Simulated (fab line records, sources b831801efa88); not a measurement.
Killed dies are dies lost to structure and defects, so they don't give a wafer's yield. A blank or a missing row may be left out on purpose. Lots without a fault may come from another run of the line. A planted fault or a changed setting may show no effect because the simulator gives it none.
fab line records | flow sky130
record lots=10 wafers=30 last_day=52
route steps=708 shown CONTACT@411 METAL1@436 PAD_OPEN@708
lots that met no fault: from a run of the same line without faults
start_h: hours from the record's first day to the start of the lot's first wafer shown | wait_h: hours since the lot's step before | " the same as in the row above | L1.1+2: a row that stands for several wafers | - no value, or no start given | * or withheld: withheld | < > ~ a bound
route shown NAME@n: a module of which the file shows steps, and the number in the route of the first | usual: mean/standard deviation of fault-free wafers | same: alike in all rows | chamber/n: place in a boat | sites: the reading at each site | _std_site: their standard deviation | _edge_site: outer sites' mean less inner sites' | radius_mm: how far each site lies from the wafer's centre | mask NAME#n: copy n | behind: the tool/chamber that last shaped the wafer | hold: why the lot was held/for how many hours/how that ended | device: the transistor (n, p or np) that didn't switch | end of line: the same wafers' tests at the end of the route | a step without rows: its recipe alone | killed: dies lost to structure and defects at the first sort, not the wafer's yield | map: a wafer's dies, x killed, . not, _ none there
set.NAME: the setting as run; set.NAME@STEP: as run at that earlier step | model.NAME: the simulator's own value behind a step, which no gauge read
steps of the route over a sample of lots; a table a step, a row a wafer
services: from which hour (start_h, from the record's first day; less than 0 if before it) a tool's chamber was out of use, for how many hours, and why
## steps
# step SKY_CONTACT_BOW_MEAS_05
# recipe mode=bow
# usual CONTACT_BOW=83/7.2
# columns lot.wafer tool chamber start_h wait_h CONTACT_BOW[um]
L643.1 film_metro-02 - 744.87 0.1 88
L643.3 " - " " 85
L643.5 " - " " 81
L646.2 film_metro-01 - 764.47 0.2 70
L646.3 " - " " 94
L646.6 " - " " 92
L647.2 film_metro-04 - 765.42 0.2 74
L647.4 " - " " 77
L647.6 " - " " 77
L648.1 film_metro-01 - 770.13 0.1 84
L648.2 " - " " 70
L648.3 " - " " 96
L656.3 film_metro-02 - 776.17 0.2 83
L656.5 " - " " 82
L656.6 " - " " 94
L657.2 film_metro-01 - 904.59 0.2 88
L657.4 " - " " 77
L657.5 " - " " 95
L658.3 film_metro-04 - 916.49 0.1 88
L658.4 " - " " 82
L658.5 " - " " 92
L663.1 film_metro-02 - 920.61 0.1 88
L663.3 " - " " 80
L663.5 " - " " 87
L659.1 film_metro-04 - 923.04 0.2 95
L659.3 " - " " 85
L659.4 " - " " 68
L665.1 film_metro-01 - 926.65 0.2 91
L665.2 " - " " 81
L665.4 " - " " 78
# step SKY_METAL1_SPUTTER_02
# recipe material=AlCu target_thk_nm=250 power_w=10600 time_s=13.3 chamber_pressure_pa=0.4
# usual throttle_valve_pct=29.4/0.89
# columns lot.wafer tool chamber start_h wait_h throttle_valve_pct
L643.1 pvd_sputter-01 - 774.55 0.0 28.9
L643.3 " - " " 30.0
L643.5 " - " " 28.9
L646.2 pvd_sputter-01 - 794.90 0.0 29.0
L646.3 " - " " 27.8
L646.6 " - " " 29.7
L647.2 pvd_sputter-01 - 795.25 0.0 27.9
L647.4 " - " " 29.8
L647.6 " - " " 29.2
L648.1 pvd_sputter-01 - 798.75 0.0 28.0
L648.2 " - " " 28.6
L648.3 " - " " 29.3
L656.3 pvd_sputter-02 - 804.85 0.0 28.6
L656.5 " - " " 30.7
L656.6 " - " " 29.7
L657.2 pvd_sputter-02 - 931.12 0.0 28.6
L657.4 " - " " 28.3
L657.5 " - " " 30.0
L658.3 pvd_sputter-01 - 943.62 0.0 29.7
L658.4 " - " " 28.5
L658.5 " - " " 29.8
L663.1 pvd_sputter-02 - 947.97 0.0 30.0
L663.3 " - " " 30.8
L663.5 " - " " 29.9
L659.1 pvd_sputter-03 - 949.24 0.0 30.3
L659.3 " - " " 30.5
L659.4 " - " " 29.3
L665.1 pvd_sputter-02 - 953.88 0.0 28.3
L665.2 " - " " 29.8
L665.4 " - " " 30.4
# step SKY_METAL1_SPUTTER_03
# recipe material=Ti target_thk_nm=5 power_w=3000 time_s=3.3 chamber_pressure_pa=0.4
# usual throttle_valve_pct=29.4/0.9
# columns lot.wafer tool chamber start_h wait_h throttle_valve_pct
L643.1 pvd_sputter-01 - 774.57 0.0 29.0
L643.3 " - " " 29.8
L643.5 " - " " 28.6
L646.2 pvd_sputter-01 - 794.92 0.0 29.1
L646.3 " - " " 27.9
L646.6 " - " " 29.8
L647.2 pvd_sputter-01 - 795.27 0.0 28.2
L647.4 " - " " 29.9
L647.6 " - " " 29.2
L648.1 pvd_sputter-01 - 798.77 0.0 28.5
L648.2 " - " " 28.7
L648.3 " - " " 29.1
L656.3 pvd_sputter-02 - 804.87 0.0 28.6
L656.5 " - " " 30.7
L656.6 " - " " 29.5
L657.2 pvd_sputter-02 - 931.15 0.0 28.7
L657.4 " - " " 28.5
L657.5 " - " " 30.0
L658.3 pvd_sputter-01 - 943.64 0.0 29.6
L658.4 " - " " 28.7
L658.5 " - " " 29.9
L663.1 pvd_sputter-02 - 948.02 0.0 30.2
L663.3 " - " " 30.7
L663.5 " - " " 29.8
L659.1 pvd_sputter-03 - 949.26 0.0 30.2
L659.3 " - " " 30.3
L659.4 " - " " 29.1
L665.1 pvd_sputter-02 - 953.93 0.0 28.6
L665.2 " - " " 30.1
L665.4 " - " " 30.3
# step SKY_METAL1_RS_MEAS_05
# recipe thk_meas_gauge=four-point-probe reads=TiN_of_METAL1_SPUTTER_04+Ti_of_METAL1_SPUTTER_03+AlCu_of_METAL1_SPUTTER_02+TiN_of_METAL1_SPUTTER_01+Ti_of_METAL1_SPUTTER_00
# usual METAL1_ALCU_RS=0.1270/0.0016
# columns lot.wafer tool chamber start_h wait_h hold METAL1_ALCU_RS[ohm/sq]
L643.1 film_metro-01 - 774.64 0.0 - 0.1274
L643.3 " - " " - 0.1275
L643.5 " - " " - 0.1272
L646.2 film_metro-02 - 795.01 0.0 - 0.1281
L646.3 " - " " - 0.1274
L646.6 " - " " - 0.1267
L647.2 film_metro-02 - 795.36 0.0 await_dispo/0.2h/release 0.1621
L647.4 " - " " await_dispo/0.2h/release 0.1228
L647.6 " - " " await_dispo/0.2h/release 0.1638
L647.2 film_metro-02 - 795.65 0.3 - 0.1617
L647.4 " - " " - 0.1226
L647.6 " - " " - 0.1640
L648.1 film_metro-02 - 798.84 0.0 await_dispo/0.2h/release 0.1277
L648.2 " - " " await_dispo/0.2h/release 0.1732
L648.3 " - " " await_dispo/0.2h/release 0.1291
L648.1 film_metro-02 - 799.13 0.3 - 0.1279
L648.2 " - " " - 0.1733
L648.3 " - " " - 0.1289
L656.3 film_metro-03 - 804.98 0.1 - 0.1257
L656.5 " - " " - 0.1269
L656.6 " - " " - 0.1278
L657.2 film_metro-01 - 931.23 0.0 - 0.1259
L657.4 " - " " - 0.1260
L657.5 " - " " - 0.1289
L658.3 film_metro-01 - 943.75 0.1 - 0.1264
L658.4 " - " " - 0.1275
L658.5 " - " " - 0.1269
L663.1 film_metro-03 - 948.15 0.0 - 0.1276
L663.3 " - " " - 0.1297
L663.5 " - " " - 0.1285
L659.1 film_metro-02 - 949.33 0.0 - 0.1256
L659.3 " - " " - 0.1257
L659.4 " - " " - 0.1260
L665.1 film_metro-02 - 954.06 0.0 - 0.1249
L665.2 " - " " - 0.1279
L665.4 " - " " - 0.1264
# step SKY_METAL1_THK_MEAS_06
# recipe thk_meas_gauge=xrf reads=AlCu_of_METAL1_SPUTTER_02
# usual METAL1_ALCU_THK=245.9/3
# columns lot.wafer tool chamber start_h wait_h hold METAL1_ALCU_THK[nm]
L643.1 film_metro-01 - 774.76 0.1 - 247.6
L643.3 " - " " - 246.1
L643.5 " - " " - 246.3
L646.2 film_metro-02 - 795.12 0.1 - 243.1
L646.3 " - " " - 245.1
L646.6 " - " " - 246.9
L647.2 film_metro-02 - 796.68 1.0 await_dispo/0.2h/release 194.4
L647.4 " - " " await_dispo/0.2h/release 253.5
L647.6 " - " " await_dispo/0.2h/release 192.3
L647.2 film_metro-02 - 796.91 0.2 - 193.6
L647.4 " - " " - 253.9
L647.6 " - " " - 192.1
L648.1 film_metro-02 - 801.86 2.7 await_dispo/0.2h/release 244.1
L648.2 " - " " await_dispo/0.2h/release 181.8
L648.3 " - " " await_dispo/0.2h/release 241.1
L648.1 film_metro-02 - 802.16 0.3 - 244.9
L648.2 " - " " - 181.8
L648.3 " - " " - 241.5
L656.3 film_metro-03 - 805.08 0.1 - 249.0
L656.5 " - " " - 244.2
L656.6 " - " " - 243.1
L657.2 film_metro-01 - 931.34 0.1 - 246.9
L657.4 " - " " - 245.8
L657.5 " - " " - 241.2
L658.3 film_metro-01 - 943.85 0.1 - 247.5
L658.4 " - " " - 245.2
L658.5 " - " " - 245.1
L663.1 film_metro-03 - 948.27 0.1 - 244.5
L663.3 " - " " - 242.2
L663.5 " - " " - 244.0
L659.1 film_metro-02 - 949.45 0.1 - 247.6
L659.3 " - " " - 248.3
L659.4 " - " " - 248.8
L665.1 film_metro-02 - 954.18 0.1 - 248.7
L665.2 " - " " - 244.0
L665.4 " - " " - 247.3
# step SKY_METAL1_OVL_MEAS_16
# usual METAL1_OVL=-1/7.3
# columns lot.wafer tool chamber start_h wait_h METAL1_OVL[nm]
L643.1 overlay-01 - 802.69 0.1 13
L643.3 " - " " 2
L643.5 " - " " 6
L646.2 overlay-02 - 821.77 0.1 1
L646.3 " - " " 0
L646.6 " - " " -2
L647.2 overlay-01 - 822.65 0.1 4
L647.4 " - " " 5
L647.6 " - " " 7
L648.1 overlay-02 - 825.84 0.1 3
L648.2 " - " " 9
L648.3 " - " " 1
L656.3 overlay-01 - 832.40 0.1 0
L656.5 " - " " 1
L656.6 " - " " -4
L657.2 overlay-01 - 957.37 0.1 -2
L657.4 " - " " -6
L657.5 " - " " -8
L658.3 overlay-02 - 969.33 0.1 -8
L658.4 " - " " 6
L658.5 " - " " -4
L663.1 overlay-02 - 973.47 0.1 -4
L663.3 " - " " -14
L663.5 " - " " -13
L659.1 overlay-02 - 975.39 0.1 10
L659.3 " - " " 14
L659.4 " - " " -9
L665.1 overlay-02 - 979.87 0.1 -4
L665.2 " - " " 8
L665.4 " - " " 9
# step SKY_METAL1_METAL_ETCH_19
# recipe target_depth_a=3600 stop_on=SiO2 over_etch_frac=0.3 time_s=78 chemistry=Cl2/BCl3 resist_sidewall_deg=88 pressure_mtorr=10 icp_w=900 bias_w=48.5 Cl2_flow_sccm=60 bcl3_flow_sccm=30
# usual drypump_motor_current_A=5.5/0.31 oes_product_au=0.853/0.0063 rf_fwd_power_W=895.5/2.7 throttle_valve_pct=22.265/0.0094
# columns lot.wafer tool chamber start_h wait_h drypump_motor_current_A oes_product_au rf_fwd_power_W rf_hours_counter_h throttle_valve_pct
L643.1 rie_metal-04 0 802.82 0.0 5.9 0.857 890.8 3 22.272
L643.3 " 0 " " 5.9 0.848 895.6 - 22.264
L643.5 " 1 " " 5.7 0.851 891.7 - 22.267
L646.2 rie_metal-01 1 821.90 0.0 5.2 0.855 894.8 6 22.258
L646.3 " 0 " " 5.1 0.851 898.2 - 22.279
L646.6 " 1 " " 5.2 0.859 899.3 - 22.254
L647.2 rie_metal-02 1 822.77 0.0 5.5 0.810 893.4 11 22.268
L647.4 " 1 " " 5.5 0.845 889.9 - 22.267
L647.6 " 1 " " 5.5 0.809 892.4 - 22.270
L648.1 rie_metal-04 1 825.97 0.0 5.7 0.842 897.1 14 22.263
L648.2 " 0 " " 5.9 0.793 898.3 4 22.255
L648.3 " 1 " " 5.7 0.847 900.3 - 22.269
L656.3 rie_metal-01 1 832.67 0.1 5.2 0.851 893.8 - 22.249
L656.5 " 1 " " 5.3 0.860 897.0 - 22.248
L656.6 " 1 " " 5.2 0.857 892.8 - 22.265
L657.2 rie_metal-02 0 957.50 0.0 5.9 0.859 894.6 13 22.262
L657.4 " 0 " " 5.9 0.857 892.2 - 22.256
L657.5 " 0 " " 5.9 0.849 892.5 - 22.259
L658.3 rie_metal-01 1 969.48 0.1 5.2 0.858 897.7 - 22.272
L658.4 " 0 " " 5.1 0.858 891.8 - 22.275
L658.5 " 1 " " 5.2 0.851 898.5 - 22.268
L663.1 rie_metal-04 0 973.60 0.0 5.9 0.855 891.0 13 22.275
L663.3 " 1 " " 5.7 0.840 896.8 - 22.256
L663.5 " 1 " " 5.7 0.845 890.2 - 22.275
L659.1 rie_metal-01 0 975.52 0.0 5.1 0.869 888.4 5 22.253
L659.3 " 1 " " 5.2 0.861 894.3 - 22.272
L659.4 " 0 " " 5.1 0.863 890.2 - 22.256
L665.1 rie_metal-01 0 980.00 0.0 5.1 0.861 898.6 5 22.265
L665.2 " 1 " " 5.2 0.848 896.7 15 22.243
L665.4 " 1 " " 5.2 0.855 899.1 - 22.260
# step SKY_PAD_OPEN_PROBE_99
# usual defect_limited_yield=82.5/1.8 killed_at_M0_to_M3=45/6.3 killed_at_M4_up=2.8/1.6 killed_at_contacts=24/5.1 killed_at_front_end=14/4.4 killed_at_other=0.4/0.73 killed_dies=86/9 killed_open=47/7.8 killed_short=39/6.6 sort_bin_3_pad_short=0.8/0.42 sort_bin_5_function=10.3/1.4 sort_bin_6_memory=6.3/1.2 sort_n_pass=406/9 sort_yield_pct=82.5/1.8
# same gross_dies=492 killed_at_back_side=0 sort_bin_4_leakage[%]=0 sort_bin_8_speed[%]=0
# columns lot.wafer tool chamber start_h wait_h defect_limited_yield[%] killed_at_M0_to_M3 killed_at_M4_up killed_at_contacts killed_at_front_end killed_at_other killed_dies killed_open killed_short sort_bin_3_pad_short[%] sort_bin_5_function[%] sort_bin_6_memory[%] sort_n_pass sort_yield_pct[%]
L643.1 prober-01 - 1117.94 0.1 82.5 41 3 30 9 3 86 49 37 1.6 9.6 6.3 406 82.5
L643.3 prober-01 - 1118.04 0.2 82.3 53 0 21 13 0 87 52 35 0.6 9.8 7.3 405 82.3
L643.5 prober-01 - 1118.14 0.2 81.9 45 4 28 12 0 89 57 32 1.4 9.3 7.3 403 81.9
L646.2 prober-01 - 1135.00 0.1 77.8 67 4 23 15 0 109 52 57 2.0 11.8 8.3 383 77.8
L646.3 prober-01 - 1135.05 0.2 85.2 48 4 15 6 0 73 26 47 0.6 8.9 5.3 419 85.2
L646.6 prober-01 - 1135.20 0.2 82.9 46 3 22 13 0 84 50 33 0.6 10.0 6.5 408 82.9
L647.2 prober-02 - 1135.87 0.1 82.5 47 1 26 11 1 86 48 37 0.8 11.0 5.7 406 82.5
L647.4 prober-02 - 1135.97 0.2 83.3 39 3 26 14 0 82 33 49 1.8 8.9 5.9 410 83.3
L647.6 prober-02 - 1136.07 0.2 81.5 46 3 31 11 0 91 54 37 0.8 8.5 9.1 401 81.5
L648.1 prober-02 - 1138.10 0.1 81.7 47 3 25 15 0 90 45 45 1.6 10.6 6.1 402 81.7
L648.2 prober-02 - 1138.15 0.1 80.9 48 4 25 17 0 94 43 51 1.6 8.7 8.7 398 80.9
L648.3 prober-02 - 1138.20 0.2 82.1 56 1 24 7 0 88 49 39 1.0 11.0 5.9 404 82.1
L656.3 prober-01 - 1145.39 0.2 82.9 42 3 22 16 1 84 49 35 0.8 9.8 6.5 408 82.9
L656.5 prober-01 - 1145.49 0.2 84.3 35 4 27 11 0 77 43 34 0.2 8.3 7.1 415 84.3
L656.6 prober-01 - 1145.54 0.2 81.7 47 6 21 16 0 90 42 48 1.2 11.0 6.1 402 81.7
L657.2 prober-01 - 1229.08 0.1 82.3 47 2 23 13 2 87 59 28 1.2 11.4 5.1 405 82.3
L657.4 prober-01 - 1229.18 0.2 81.9 47 0 20 21 1 89 47 42 1.0 10.6 6.5 403 81.9
L657.5 prober-01 - 1229.23 0.2 81.7 43 4 28 15 0 90 55 35 0.8 10.2 7.3 402 81.7
L658.3 prober-02 - 1235.93 0.2 82.7 50 3 22 9 1 85 51 33 0.2 10.0 7.1 407 82.7
L658.4 prober-02 - 1235.98 0.2 78.0 53 5 29 16 5 108 62 43 0.8 13.0 8.1 384 78.0
L658.5 prober-02 - 1236.03 0.2 83.7 36 0 27 17 0 80 54 26 0.2 11.8 4.3 412 83.7
L663.1 prober-01 - 1239.93 0.1 81.9 43 1 31 14 0 89 58 31 0.6 12.4 5.1 403 81.9
L663.3 prober-01 - 1240.03 0.2 84.3 43 2 18 14 0 77 44 33 0.8 8.3 6.5 415 84.3
L663.5 prober-01 - 1240.13 0.2 78.3 50 4 40 13 0 107 68 39 0.4 14.0 7.3 385 78.3
L659.1 prober-02 - 1241.16 0.1 82.5 42 2 25 17 0 86 47 39 0.8 10.8 5.9 406 82.5
L659.3 prober-02 - 1241.26 0.2 83.3 55 2 14 11 0 82 47 35 0.6 9.3 6.7 410 83.3
L659.4 prober-02 - 1241.31 0.2 82.1 41 2 29 15 1 88 38 50 1.0 11.6 5.3 404 82.1
L665.1 prober-01 - 1244.16 0.1 84.6 31 2 20 23 0 76 42 34 1.2 9.6 4.7 416 84.6
L665.2 prober-01 - 1244.21 0.1 82.7 43 1 25 15 1 85 52 33 1.0 9.3 6.9 407 82.7
L665.4 prober-01 - 1244.31 0.2 82.1 41 3 30 14 0 88 47 41 1.2 10.8 5.9 404 82.1
# killed by level:class
L643.1 CONTACT:geometric_particle:open=12 VIA1:geometric_particle:open=10 CONTACT:geometric_particle:short=8 VIA3:geometric_particle:open=8 METAL1:geometric_particle:short=7 LI_CONTACT:geometric_particle:open=6 METAL2:geometric_particle:short=4 VIA2:geometric_particle:open=3
L643.3 VIA1:geometric_particle:open=17 VIA3:geometric_particle:open=10 CONTACT:geometric_particle:open=8 METAL1:geometric_particle:short=6 FIELD_ISO:geometric_particle:short=5 LI_CONTACT:geometric_particle:open=5 METAL2:geometric_particle:short=5 VIA1:geometric_particle:short=4
L643.5 CONTACT:geometric_particle:open=13 VIA1:geometric_particle:open=13 LI_CONTACT:geometric_particle:open=9 METAL2:geometric_particle:short=7 VIA1:geometric_particle:short=6 VIA3:geometric_particle:open=6 POLY_GATE:geometric_particle:open=5 VIA2:geometric_particle:open=4
L646.2 VIA1:geometric_particle:open=15 METAL1:geometric_particle:short=10 METAL2:geometric_particle:short=9 LI_CONTACT:geometric_particle:open=9 VIA2:geometric_particle:open=8 CONTACT:geometric_particle:open=7 VIA1:geometric_particle:short=7 VIA3:geometric_particle:short=6
L646.3 VIA1:geometric_particle:short=7 METAL2:geometric_particle:short=7 VIA2:geometric_particle:open=7 CONTACT:geometric_particle:short=6 VIA3:geometric_particle:open=6 VIA2:geometric_particle:short=5 METAL3:geometric_particle:short=4 LOCAL_INTERCONNECT:geometric_particle:short=4
L646.6 VIA1:geometric_particle:open=13 VIA3:geometric_particle:open=11 CONTACT:geometric_particle:open=11 CONTACT:geometric_particle:short=5 METAL1:geometric_particle:short=5 FIELD_ISO:geometric_particle:short=4 LI_CONTACT:geometric_particle:open=4 VIA1:geometric_particle:short=3
L647.2 VIA1:geometric_particle:open=13 VIA3:geometric_particle:open=8 CONTACT:geometric_particle:open=8 LOCAL_INTERCONNECT:geometric_particle:short=5 CONTACT:geometric_particle:short=5 METAL2:geometric_particle:short=5 VIA3:geometric_particle:short=5 LI_CONTACT:geometric_particle:short=4
L647.4 VIA2:geometric_particle:open=8 CONTACT:geometric_particle:short=8 LOCAL_INTERCONNECT:geometric_particle:short=7 METAL1:geometric_particle:short=7 VIA3:geometric_particle:open=7 FIELD_ISO:geometric_particle:short=5 LI_CONTACT:geometric_particle:short=5 VIA1:geometric_particle:short=5
L647.6 CONTACT:geometric_particle:open=13 LI_CONTACT:geometric_particle:open=11 VIA1:geometric_particle:open=9 METAL3:geometric_particle:short=7 METAL2:geometric_particle:short=6 VIA3:geometric_particle:open=6 POLY_GATE:geometric_particle:short=5 VIA1:geometric_particle:short=5
L648.1 VIA1:geometric_particle:open=11 METAL1:geometric_particle:short=9 CONTACT:geometric_particle:open=8 LOCAL_INTERCONNECT:geometric_particle:short=7 METAL2:geometric_particle:short=7 VIA3:geometric_particle:open=6 LI_CONTACT:geometric_particle:open=6 FIELD_ISO:geometric_particle:short=5
L648.2 VIA3:geometric_particle:open=11 METAL1:geometric_particle:short=9 LOCAL_INTERCONNECT:geometric_particle:short=7 VIA3:geometric_particle:short=7 LI_CONTACT:geometric_particle:open=6 CONTACT:geometric_particle:open=6 VIA2:geometric_particle:short=6 CONTACT:geometric_particle:short=5
L648.3 VIA1:geometric_particle:open=16 CONTACT:geometric_particle:open=9 METAL1:geometric_particle:short=7 VIA2:geometric_particle:open=6 VIA1:geometric_particle:short=6 VIA3:geometric_particle:short=6 METAL2:geometric_particle:short=5 CONTACT:geometric_particle:short=4
L656.3 VIA1:geometric_particle:open=8 LOCAL_INTERCONNECT:geometric_particle:short=7 FIELD_ISO:geometric_particle:open=6 CONTACT:geometric_particle:open=6 METAL2:geometric_particle:short=6 VIA2:geometric_particle:open=6 POLY_GATE:geometric_particle:open=5 LI_CONTACT:geometric_particle:open=5
L656.5 CONTACT:geometric_particle:open=14 METAL2:geometric_particle:short=7 VIA3:geometric_particle:open=7 VIA2:geometric_particle:open=6 CONTACT:geometric_particle:short=5 VIA2:geometric_particle:short=5 VIA1:geometric_particle:open=4 FIELD_ISO:geometric_particle:open=3
L656.6 VIA1:geometric_particle:open=10 LI_CONTACT:geometric_particle:open=7 VIA1:geometric_particle:short=7 FIELD_ISO:geometric_particle:short=6 CONTACT:geometric_particle:open=6 METAL2:geometric_particle:short=6 METAL3:geometric_particle:short=6 FIELD_ISO:geometric_particle:open=5
L657.2 CONTACT:geometric_particle:open=12 VIA2:geometric_particle:open=12 VIA1:geometric_particle:open=11 VIA3:geometric_particle:open=10 LI_CONTACT:geometric_particle:open=6 METAL1:geometric_particle:short=5 FIELD_ISO:geometric_particle:open=4 FIELD_ISO:geometric_particle:short=3
L657.4 VIA1:geometric_particle:open=11 VIA3:geometric_particle:open=9 POLY_GATE:geometric_particle:short=7 CONTACT:geometric_particle:open=7 VIA1:geometric_particle:short=6 LOCAL_INTERCONNECT:geometric_particle:short=4 CONTACT:geometric_particle:short=4 METAL1:geometric_particle:short=4
L657.5 CONTACT:geometric_particle:open=13 VIA1:geometric_particle:open=10 VIA2:geometric_particle:open=9 LI_CONTACT:geometric_particle:open=6 CONTACT:geometric_particle:short=5 VIA1:geometric_particle:short=5 VIA3:geometric_particle:open=5 POLY_GATE:geometric_particle:short=3
L658.3 VIA1:geometric_particle:open=15 VIA3:geometric_particle:open=10 CONTACT:geometric_particle:open=8 METAL2:geometric_particle:short=7 LOCAL_INTERCONNECT:geometric_particle:short=5 METAL1:geometric_particle:short=5 VIA2:geometric_particle:open=5 FIELD_ISO:geometric_particle:open=4
L658.4 VIA1:geometric_particle:open=11 VIA2:geometric_particle:open=11 LI_CONTACT:geometric_particle:open=10 CONTACT:geometric_particle:open=9 VIA3:geometric_particle:open=6 VIA3:geometric_particle:short=6 LOCAL_INTERCONNECT:geometric_particle:short=5 METAL2:geometric_particle:short=5
L658.5 VIA1:geometric_particle:open=10 CONTACT:geometric_particle:open=9 VIA3:geometric_particle:open=7 LI_CONTACT:geometric_particle:open=7 POLY_GATE:geometric_particle:open=6 LOCAL_INTERCONNECT:geometric_particle:short=5 VIA1:geometric_particle:short=5 POLY_CUT:geometric_particle:open=4
L663.1 LI_CONTACT:geometric_particle:open=14 CONTACT:geometric_particle:open=11 VIA1:geometric_particle:open=11 VIA2:geometric_particle:open=10 VIA1:geometric_particle:short=7 SPACER:geometric_particle:short=4 POLY_GATE:geometric_particle:short=3 CONTACT:geometric_particle:short=3
L663.3 VIA1:geometric_particle:open=10 POLY_GATE:geometric_particle:short=7 VIA2:geometric_particle:open=7 LI_CONTACT:geometric_particle:open=7 CONTACT:geometric_particle:open=6 METAL1:geometric_particle:short=5 VIA1:geometric_particle:short=5 VIA3:geometric_particle:open=5
L663.5 CONTACT:geometric_particle:open=17 LI_CONTACT:geometric_particle:open=10 VIA1:geometric_particle:open=9 VIA2:geometric_particle:open=8 FIELD_ISO:geometric_particle:open=7 METAL2:geometric_particle:short=7 VIA1:geometric_particle:short=5 CONTACT:geometric_particle:short=5
L659.1 VIA2:geometric_particle:open=9 CONTACT:geometric_particle:open=8 METAL1:geometric_particle:short=7 LOCAL_INTERCONNECT:geometric_particle:short=6 LI_CONTACT:geometric_particle:open=6 VIA3:geometric_particle:open=6 VIA1:geometric_particle:short=5 SPACER:geometric_particle:open=4
L659.3 VIA3:geometric_particle:open=11 VIA1:geometric_particle:open=9 VIA2:geometric_particle:open=7 VIA1:geometric_particle:short=7 METAL2:geometric_particle:short=5 CONTACT:geometric_particle:open=5 LI_CONTACT:geometric_particle:open=4 METAL2:geometric_particle:open=4
L659.4 CONTACT:geometric_particle:open=12 VIA1:geometric_particle:open=11 METAL1:geometric_particle:short=7 CONTACT:geometric_particle:short=6 FIELD_ISO:geometric_particle:short=5 VIA1:geometric_particle:short=5 VIA3:geometric_particle:short=5 POLY_GATE:geometric_particle:short=4
L665.1 FIELD_ISO:geometric_particle:open=11 LI_CONTACT:geometric_particle:open=7 CONTACT:geometric_particle:open=7 VIA1:geometric_particle:open=5 FIELD_ISO:geometric_particle:short=4 METAL1:geometric_particle:short=4 VIA2:geometric_particle:open=4 POLY_GATE:geometric_particle:short=3
L665.2 CONTACT:geometric_particle:open=14 VIA1:geometric_particle:open=9 VIA3:geometric_particle:open=8 FIELD_ISO:geometric_particle:open=7 METAL2:geometric_particle:short=7 VIA2:geometric_particle:open=6 CONTACT:geometric_particle:short=4 METAL1:geometric_particle:short=4
L665.4 CONTACT:geometric_particle:open=12 LI_CONTACT:geometric_particle:open=9 VIA2:geometric_particle:open=8 VIA3:geometric_particle:short=7 METAL2:geometric_particle:short=7 FIELD_ISO:geometric_particle:short=5 VIA1:geometric_particle:open=5 VIA3:geometric_particle:open=5
## services
# columns tool chamber start_h hours kind
pvd_sputter-02 - 766.46 1.8 repair
rie_metal-02 0 771.32 8.5 repair
rie_metal-01 - 824.85 2.8 pm
rie_metal-01 0 829.20 5.3 repair
rie_metal-02 - 831.80 1.4 pm
rie_metal-04 0 860.98 3.8 repair
rie_metal-01 0 865.24 - clean
rie_metal-01 0 865.24 18.4 scheduled_down
rie_metal-01 0 865.24 18.4 vent_cycle
rie_metal-01 - 869.76 0.3 repair
rie_metal-01 - 889.09 1.4 pm
rie_metal-01 - 903.75 2.5 repair
rie_metal-04 1 903.95 - clean
rie_metal-04 1 903.95 30.2 scheduled_down
rie_metal-04 1 903.95 30.2 vent_cycle
rie_metal-02 - 918.26 0.2 repair
pvd_sputter-02 - 937.61 0.6 repair
## key
first_sign step=SKY_METAL1_RS_MEAS_05 reading=visit direction=added
effect step=SKY_METAL1_RS_MEAS_05 reading=METAL1_ALCU_RS direction=up sigmas=25 usual=0.1270 struck=0.1664
effect step=SKY_METAL1_THK_MEAS_06 reading=visit direction=added
effect step=SKY_METAL1_THK_MEAS_06 reading=METAL1_ALCU_THK direction=down sigmas=19 usual=245.9 struck=189.5
effect step=SKY_METAL1_METAL_ETCH_19 reading=oes_product_au direction=down sigmas=7.8 usual=0.853 struck=0.804
met_at SKY_METAL1_SPUTTER_02
struck_lots L647,L648
struck_wafers L647.2,L647.6,L648.2
not_acting_at SKY_CONTACT_BOW_MEAS_05,SKY_METAL1_SPUTTER_03,SKY_METAL1_OVL_MEAS_16
onset_between 794.90 795.25
fault kind=process_parameter_drift tool=pvd_sputter-01 chamber=- onset_h=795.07 steps=SKY_METAL1_SPUTTER_02 channel=target_thk_nm offset=-60.477 shape=step end_h=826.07 scope=struck_wafers_only acts_in=these_recipes_only stated=250
